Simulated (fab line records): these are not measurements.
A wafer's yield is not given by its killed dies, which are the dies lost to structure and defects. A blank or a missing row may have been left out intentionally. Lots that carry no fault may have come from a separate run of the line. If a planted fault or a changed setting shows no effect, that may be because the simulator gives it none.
Which tool is to blame? -- flow sky130 -- 42 wafers from 14 lots sampled at 2 of the route's 708 steps

WHAT THE GAUGES READ, wafer by wafer
The record lacks any reading of a measuring or inspecting step that a usual standard deviation could be used to judge.

EACH LOT AND THE TOOL THAT RAN IT (in order: tool; ch and the chambers of the sampled wafers; start)
lot,SKY_VIA4_CMP_21,SKY_PAD_OPEN_PROBE_99
L988,"cmp-01 ch 1,2, day 42 10:50","prober-02, day 45 08:13"
L989,"cmp-01 ch 2,3, day 42 21:10","prober-01, day 45 17:05"
L990,"cmp-02 ch 1,2,3, day 43 01:25","prober-02, day 45 20:10"
L993,"cmp-01 ch 0,3, day 44 02:31",-
L994,"cmp-02 ch 0,1,2, day 44 06:41","prober-02, day 46 23:00"
L995,"cmp-01 ch 1,2, day 44 19:05",-
L996,"cmp-02 ch 0,1, day 45 19:04","prober-02, day 48 09:47"
L997,"cmp-02 ch 1,3, day 45 20:25","prober-01, day 48 10:22"
L100,"cmp-02 ch 0,1,2, day 46 02:17","prober-02, day 48 16:14"
L101,"cmp-01 ch 2,3, day 46 07:38",-
L103,"cmp-01 ch 0,1,2, day 46 20:55","prober-01, day 49 06:42"
L106,"cmp-01 ch 0,1,3, day 47 11:49",-
L108,"cmp-02 ch 1,2,3, day 48 03:17",-
L109,"cmp-02 ch 0,1,3, day 48 04:37",-
- SKY_VIA4_CMP_21: polishes, stops on SiO2, t overpolish 25 s, target thk 0 nm.
- SKY_PAD_OPEN_PROBE_99

WHAT THE TOOLS THEMSELVES READ (means of the sampled wafers that have a number; where no wafer has one, the mark that the record gives instead)
SKY_VIA4_CMP_21. Usual: motor-current-A 11.2 A, standard deviation 1; overpolish-run-s 25.001 s, standard deviation 0.0087; time-to-endpoint-s 123 s, standard deviation 3.8.
lot,tool,motor-current-A (A),overpolish-run-s (s),time-to-endpoint-s (s),flag
L988,cmp-01,10.6,24.994,122,
L989,cmp-01,11.2,24.999,121,
L990,cmp-02,11.5,25.003,126,
L993,cmp-01,12.2,25.008,123,
L994,cmp-02,11.6,25.001,123,
L995,cmp-01,10.6,24.999,120,
L996,cmp-02,11.0,24.988,125,
L997,cmp-02,10.9,25.002,126,
L100,cmp-02,11.6,25.002,126,
L101,cmp-01,10.8,25.008,122,
L103,cmp-01,11.7,26.185,117,OFF
L106,cmp-01,11.5,26.184,121,OFF
L108,cmp-02,11.5,24.990,123,
L109,cmp-02,10.6,25.002,125,

SKY_PAD_OPEN_PROBE_99. Usual: defect-limited-yield 82.3 %, standard deviation 1.8; killed_at_M0_to_M3 44, standard deviation 7.2; killed_at_M4_up 3.1, standard deviation 1.8; killed-at-contacts 24, standard deviation 4.5; killed-at-front-end 16, standard deviation 4.4; killed-at-other 0.2, standard deviation 0.42; killed-dies 87, standard deviation 8.9; killed-open 48, standard deviation 6.4; killed-short 39, standard deviation 6.2; sort_bin_3_pad_short 0.9 %, standard deviation 0.46; sort_bin_5_function 10.5 %, standard deviation 1.6; sort_bin_6_memory 6.3 %, standard deviation 1.1; sort-n-pass 405, standard deviation 8.9; sort-yield-pct 82.3 %, standard deviation 1.8.
lot,tool,defect-limited-yield (%),killed_at_M0_to_M3,killed_at_M4_up,killed-at-contacts,killed-at-front-end,killed-at-other,killed-dies,killed-open,killed-short,sort_bin_3_pad_short (%),sort_bin_5_function (%),sort_bin_6_memory (%),sort-n-pass,sort-yield-pct (%),flag
L988,prober-02,81.6,45,4.3,25,16,0.3,91,47,44,0.8,11.2,6.4,401,81.6,
L989,prober-01,80.5,58,3.0,23,12,0.3,96,57,39,1.1,11.5,6.8,396,80.5,
L990,prober-02,82.6,37,1.7,24,22,1.0,85,47,38,0.5,11.3,5.6,407,82.6,
L994,prober-02,82.2,42,1.7,25,18,0.0,87,49,39,0.5,10.8,6.4,405,82.2,
L996,prober-02,82.5,45,2.7,27,12,0.0,86,43,43,1.1,10.6,5.8,406,82.5,
L997,prober-01,82.5,41,3.7,27,14,0.0,86,47,39,0.9,9.8,6.7,406,82.5,
L100,prober-02,81.2,48,4.3,23,17,0.0,92,54,39,0.8,10.7,7.2,400,81.2,
L103,prober-01,81.6,46,2.7,26,16,0.0,91,53,38,0.7,11.8,6.0,401,81.6,

THE ANSWER, worked out from the rows above alone
Rule: a lot counts as off when the mean over its wafers that have a number is more than 3 standard deviations away from the usual mean. A lot without any number at a reading at which 4 lots or more have one is off too. Where the step has rows for the other lots, those lots are counted as sound. First the gauges in route order, then the tools' own readings, where a lot's mean is used as printed above. At the first step where some lot is off, the reading lying furthest off is the one used; lots without a number count as furthest.
Off: L103, L106 (SKY_VIA4_CMP_21, overpolish-run-s).
If a tool, at that step or one of the process steps before it, ran each lot that is off and ran no sound lot following the first of them, it fits. One fits: SKY_VIA4_CMP_21 on cmp-01. Its last sound lot is L101 (day 46 07:38), its first lot that is off L103 (day 46 20:55): a fault that began between those two fits.
The tool's own readings at SKY_VIA4_CMP_21 bear it out: on the lots that are off they differ by more than 5 times the standard deviation of the sound lots' means. overpolish-run-s reads 26.184 s there against 25.000 s on the sound lots.

WHAT THE SIMULATOR PUT IN
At SKY_VIA4_CMP_21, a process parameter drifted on cmp-01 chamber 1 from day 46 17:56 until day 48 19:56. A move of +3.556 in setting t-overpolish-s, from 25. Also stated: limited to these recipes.
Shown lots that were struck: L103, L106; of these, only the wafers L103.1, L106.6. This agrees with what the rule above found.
